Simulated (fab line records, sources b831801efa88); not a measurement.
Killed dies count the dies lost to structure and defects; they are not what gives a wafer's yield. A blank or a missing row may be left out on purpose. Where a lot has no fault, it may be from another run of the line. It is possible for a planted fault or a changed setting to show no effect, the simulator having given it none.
Struck lot and sound lot, side by side | flow sky130 | 43 steps out of a route of 708
Sound: wafers L831.3, L831.4, L831.5. Struck: wafers L844.2, L844.3. (L844.1 of the same lot was not struck and is left out.) The cause comes at the end.
At each step with rows: each side's tool, then ch and its chambers, then its first start. Under that, the readings that differ: sound wafers | struck wafers | difference of the means | sigmas: that difference in standard deviations of wafers without a fault.
alike: readings with means less than 2 such deviations apart, plus words and numbers identical on both sides. not compared: withheld readings, readings lacking a value on some wafer, bounds such as >300 that could conceal the same value, and numbers that have no deviation in the record and whose values overlap.
A row with sigmas, a row that says differs or no value, or rows on one side alone: a step with any of these is where the two part. Numbers that don't overlap but have no deviation are shown without sigmas and don't part them. A reading that every wafer of one side lacks parts them only if that side has two wafers or more.

first, 7 steps without rows for these wafers: SKY_METAL1_HMDS_08 (prime time 60 s); SKY_METAL1_COAT_09 (resist thk 60 nm); SKY_METAL1_COAT_10 (resist thk 450 nm); SKY_METAL1_SOFTBAKE_11 (time 90 s); SKY_METAL1_EXPOSE_12 (exposes mask MM1, target cd 140 nm); SKY_METAL1_PEB_13; SKY_METAL1_DEVELOP_14 (develop time 60 s).
SKY_METAL1_CD_MEAS_15: target cd 140 nm.
  sound on cdSem-01 at day 33 23:44; struck on cdSem-01 at day 38 03:54
  alike: cdNm
SKY_METAL1_OVL_MEAS_16:
  sound on overlay-01 at day 33 23:50; struck on overlay-02 at day 38 04:01
  alike: METAL1_OVL
SKY_METAL1_DESCUM_17: chemistry O2, time 8 s.
  sound on rieMetal-04 ch 0,1, day 33 23:52; struck on rieMetal-02 ch 0, day 38 04:03
  alike: drypumpMotorCurrentA, oesProductAu
  not compared: rfHoursCounterH
then, 2 steps without rows for these wafers: SKY_METAL1_ETCH_18 (etches BARC in N2/H2, stops on SiO2, time 45.9 s, target depth 60 nm); SKY_METAL1_METAL_ETCH_19 (etches the open film in Cl2/BCl3, stops on SiO2, target depth 360 nm, time 78 s).
SKY_METAL1_STRIP_20: strips in O2/N2.
  sound on plasmaAsher-04 ch 0,1, day 34 00:04; struck on plasmaAsher-04 ch 0, day 38 04:14
  alike: drypumpMotorCurrentA, oesProductAu, stripTimeToEndpointS
  not compared: rfHoursCounterH
then, 4 steps without rows for these wafers: SKY_METAL1_STRIP_21 (strips in post etch residue remover, time 1200 s); SKY_METAL1_CLEAN_22 (cleans in IPA, time 180 s); SKY_METAL1_CLEAN_23 (cleans in O3/DIW); SKY_VIA1_HDPCVD_00 (deposits SiO2, target thk 1030 nm, time 171.7 s).
SKY_VIA1_THK_MEAS_01:
  sound on filmMetro-03 at day 34 00:46; struck on filmMetro-02 at day 38 04:58
reading              | sound          | struck    | difference | sigmas
VIA1_HDPCVD_THK (nm) | 1030 1029 1021 | 1046 1054 | +23        | +3
then, 1 step without rows for these wafers: SKY_VIA1_CMP_02 (polishes SiO2).
SKY_VIA1_BOW_MEAS_03:
  sound on filmMetro-02 at day 34 01:08; struck on filmMetro-04 at day 38 05:20
  alike: VIA1_BOW
then, 8 steps without rows for these wafers: SKY_VIA1_DEHYDRATE_04 (time 60 s); SKY_VIA1_HMDS_05 (prime time 60 s); SKY_VIA1_COAT_06 (resist thk 60 nm); SKY_VIA1_COAT_07 (resist thk 450 nm); SKY_VIA1_SOFTBAKE_08 (time 90 s); SKY_VIA1_EXPOSE_09 (exposes mask VIM, target cd 150 nm); SKY_VIA1_PEB_10; SKY_VIA1_DEVELOP_11 (develop time 60 s).
SKY_VIA1_CD_MEAS_12: target cd 150 nm.
  sound on cdSem-01 at day 35 03:38; struck on cdSem-01 at day 39 06:27
  alike: cdNm
SKY_VIA1_OVL_MEAS_13:
  sound on overlay-02 at day 35 03:44; struck on overlay-02 at day 39 06:34
  alike: VIA1_OVL
then, 1 step without rows for these wafers: SKY_VIA1_ETCH_14 (etches BARC in N2/H2, stops on SiO2, time 45.9 s, target depth 60 nm).
SKY_VIA1_ETCH_15: etches SiO2 in C4F8/O2/Ar, stops on TiN, target depth 351 nm, time 54 s.
  sound on rieDiel-01 ch 0,1,3, day 35 03:48; struck on rieDiel-04 ch 2,3, day 39 06:39
  alike: oesProductAu
  not compared: rfHoursCounterH
SKY_VIA1_STRIP_16: strips in O2/N2.
  sound on plasmaAsher-02 ch 0,1, day 35 03:53; struck on plasmaAsher-02 ch 1, day 39 06:41
  alike: drypumpMotorCurrentA, oesProductAu, stripTimeToEndpointS
  not compared: rfHoursCounterH
then, 3 steps without rows for these wafers: SKY_VIA1_STRIP_17 (strips in post etch residue remover, time 1200 s); SKY_VIA1_CLEAN_18 (cleans in IPA, time 180 s); SKY_VIA1_CLEAN_19 (cleans in O3/DIW).
SKY_VIA1_SPUTTER_20: material TiN, target thk 20 nm, time 80 s.
  sound on pvdSputter-03 at day 35 04:35; struck on pvdSputter-01 at day 39 07:17
  alike: throttleValvePct
then, 1 step without rows for these wafers: SKY_VIA1_CVD_21 (deposits W, target thk 270 nm, time 80.902 s).
SKY_VIA1_RS_MEAS_22: measurement is done with a four-point probe.
  sound on filmMetro-04 at day 35 04:47; struck on filmMetro-02 at day 39 07:26
  alike: VIA1_W_RS
SKY_VIA1_THK_MEAS_23: measures by xrf.
  sound on filmMetro-04 at day 35 04:53; struck on filmMetro-02 at day 39 07:34
  alike: VIA1_W_THK
then, 1 step without rows for these wafers: SKY_VIA1_CMP_24 (polishes, stops on SiO2, t overpolish 15 s, target thk 0 nm).
SKY_METAL2_SPUTTER_00: material Ti, target thk 15 nm, time 10 s.
  sound on pvdSputter-04 at day 35 05:13; struck on pvdSputter-02 at day 39 07:55
  alike: throttleValvePct
-- the record jumps here: 10 days lie between the struck wafers' starts before and after (it left off in module METAL2 and takes up again in module PAD_OPEN, whose first step shown is number 708 of the route) --
SKY_PAD_OPEN_PROBE_99:
  sound on prober-02 at day 46 15:07; struck on prober-02 at day 49 16:52
reading                               | sound               | struck      | difference | sigmas
defectLimitedYield (%)                | 84.6 81.7 82.1      | 75.8 76.2   | -6.8       | -4
killed_at_M0_to_M3                    | 36 52 49            | 85 72       | +33        | +4
killedDies                            | 76 90 88            | 119 117     | +33        | +4
sort_bin_3_pad_short (%)              | 0.4 0.6 1.4         | 2.8 2.6     | +1.9       | +4
sort_bin_5_function (%)               | 9.3 11.4 7.9        | 15.2 14.4   | +5.3       | +4
sortNPass                             | 416 402 404         | 373 375     | -33        | -4
sortYieldPct (%)                      | 84.6 81.7 82.1      | 75.8 76.2   | -6.8       | -4
model.etest.tester.sortNPass          | 416 402 404         | 373 375     | -33        | 
model.etest.tester.sortYieldPct (%)   | 84.55 81.71 82.11   | 75.81 76.22 | -6.77      | 
model.etest.tester.sort_bin_5_pct (%) | 9.35 11.38 7.927    | 15.24 14.43 | +5.28      | 
model.etest.tester.sort_bin_3_pct (%) | 0.4065 0.6098 1.423 | 2.846 2.642 | +1.931     | 
  alike: killed_at_M4_up, killedAtContacts, killedAtFrontEnd, killedAtOther, killedOpen, killedShort, sort_bin_6_memory

## WHERE THEY PART
At SKY_VIA1_THK_MEAS_01 first; at SKY_PAD_OPEN_PROBE_99 last (within this record only).

WHY: whatever the simulator had introduced
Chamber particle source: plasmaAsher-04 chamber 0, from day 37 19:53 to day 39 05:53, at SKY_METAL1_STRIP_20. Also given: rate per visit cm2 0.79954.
